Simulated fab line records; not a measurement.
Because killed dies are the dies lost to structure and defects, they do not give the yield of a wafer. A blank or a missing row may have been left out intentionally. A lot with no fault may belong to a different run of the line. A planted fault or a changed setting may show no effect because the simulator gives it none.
Lot-split experiment | flow sky130 | 23 wafers read from 5 lots, route of 708 steps

== ABOUT THE SPLIT ==
At SKY_FIELD_ISO_EXPOSE_10 (exposes mask FOM, target cd 150 nm), the setting dose mj was moved away from the recipe's 28 on 7 of the 23 wafers read, by +2.0% to +6.4%. All remaining wafers had this setting at the recipe value.

== FROM THE SPLIT TO THE READING: what the file shows between them, 2 steps ==
- SKY_FIELD_ISO_PEB_11
- SKY_FIELD_ISO_DEVELOP_12: develop time 60 s

== THE READING ==
Shown in nm: cd nm at SKY_FIELD_ISO_CD_MEAS_13, with target cd 150 nm. Fault-free wafers of this fab line usually give 149.7 nm, standard deviation 1.1 nm.

wafer  | tool, chamber at the split | dose mj as run | against the recipe | cd nm, nm | against lot-mates on the recipe
L074.1 | krf scanner-02, 0          | 28             | recipe             | 149.4     | -
L074.2 | krf scanner-02, 0          | 28             | recipe             | 150.4     | -
L074.3 | krf scanner-02, 0          | 28.57          | +2.0%              | 145.9     | -4.0
L074.4 | krf scanner-02, 0          | 28.57          | +2.0%              | 147.0     | -2.9
L074.6 | krf scanner-02, 0          | 28.57          | +2.0%              | 147.1     | -2.8
L075.1 | krf scanner-01, 0          | 28             | recipe             | 152.4     | -
L075.3 | krf scanner-01, 0          | 28             | recipe             | 151.5     | -
L075.4 | krf scanner-01, 0          | 29.79          | +6.4%              | 140.8     | -10.8
L075.5 | krf scanner-01, 0          | 29.79          | +6.4%              | 140.0     | -11.6
L075.6 | krf scanner-01, 0          | 28             | recipe             | 150.8     | -
L076.1 | krf scanner-02, 0          | 28             | recipe             | 150.1     | -
L076.2 | krf scanner-02, 0          | 29.63          | +5.8%              | 139.8     | -10.3
L076.3 | krf scanner-02, 0          | 28             | recipe             | 149.7     | -
L076.5 | krf scanner-02, 0          | 28             | recipe             | 150.6     | -
L076.6 | krf scanner-02, 0          | 29.63          | +5.8%              | 139.0     | -11.1
L077.1 | krf scanner-02, 0          | 28             | recipe             | 148.7     | -
L077.2 | krf scanner-02, 0          | 28             | recipe             | 148.8     | -
L077.3 | krf scanner-02, 0          | 28             | recipe             | 148.7     | -
L077.4 | krf scanner-02, 0          | 28             | recipe             | 147.7     | -
L077.6 | krf scanner-02, 0          | 28             | recipe             | 149.5     | -
L081.1 | krf scanner-02, 0          | 28             | recipe             | 150.2     | -
L081.2 | krf scanner-02, 0          | 28             | recipe             | 149.1     | -
L081.3 | krf scanner-02, 0          | 28             | recipe             | 148.6     | -

THE FIT
A straight line over all 23 wafers: cd nm changes by -1.6 nm for each +1% of dose mj; r = -0.96; the points scatter about the line by 1.1 nm.
The same after taking each lot's own level away (the mean of its wafers on the recipe; 23 wafers): -1.78 nm for each +1%; r = -0.99; scatter 0.6 nm.
That fit puts the effect of the largest move of dose mj on the reading at 11 nm.
The lots' own levels span 148.68 to 151.57 nm, that is 2.6 times the standard deviation above.
So the slope is not independent of the lot-to-lot level: the two fits are not the same.
Check: with one of the wafers moved furthest among these (+6.4%) left out of the fit, the line predicts -11.6 nm for it against its lot-mates. It came out at -10.8 nm against them.

== OTHER SPLITS ON THESE WAFERS ==
Before the reading, these wafers also passed through other splits. Each is held against what the fit with the lots' levels taken away leaves over:
other split on the same wafers    | wafers away from the commonest value | r with cd nm (lot level and that fit taken away)
SKY_FIELD_ISO_OXIDATION_01 temp c | 18                                   | -0.07

== THE WHOLE CHAIN: every reading that the file lists as answering this split, in the file's order ==
step                     | what it does                                                                 | reading                                                          | change (the file's fit)              | r (the file's)
SKY_FIELD_ISO_CD_MEAS_13 | target cd 150 nm                                                             | cd nm                                                            | -1.78 nm for each +1% of the setting | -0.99
SKY_FIELD_ISO_ETCH_14    | etches BARC in N2/H2, stops on SiO2, time 45.9 s, target depth 60 nm         | FIELD_ISO.cd nm (the simulator's own value, which no gauge read) | -1.79 nm for each +1% of the setting | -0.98
SKY_FIELD_ISO_ETCH_15    | etches the open film in CHF3/O2, stops on Si, target depth 180 nm, time 72 s | FIELD_ISO.cd nm (the simulator's own value, which no gauge read) | -1.61 nm for each +1% of the setting | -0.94

== THE FILE'S OWN FIT ==
cd nm changes by -1.78 nm for each +1% of dose mj, r = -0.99.
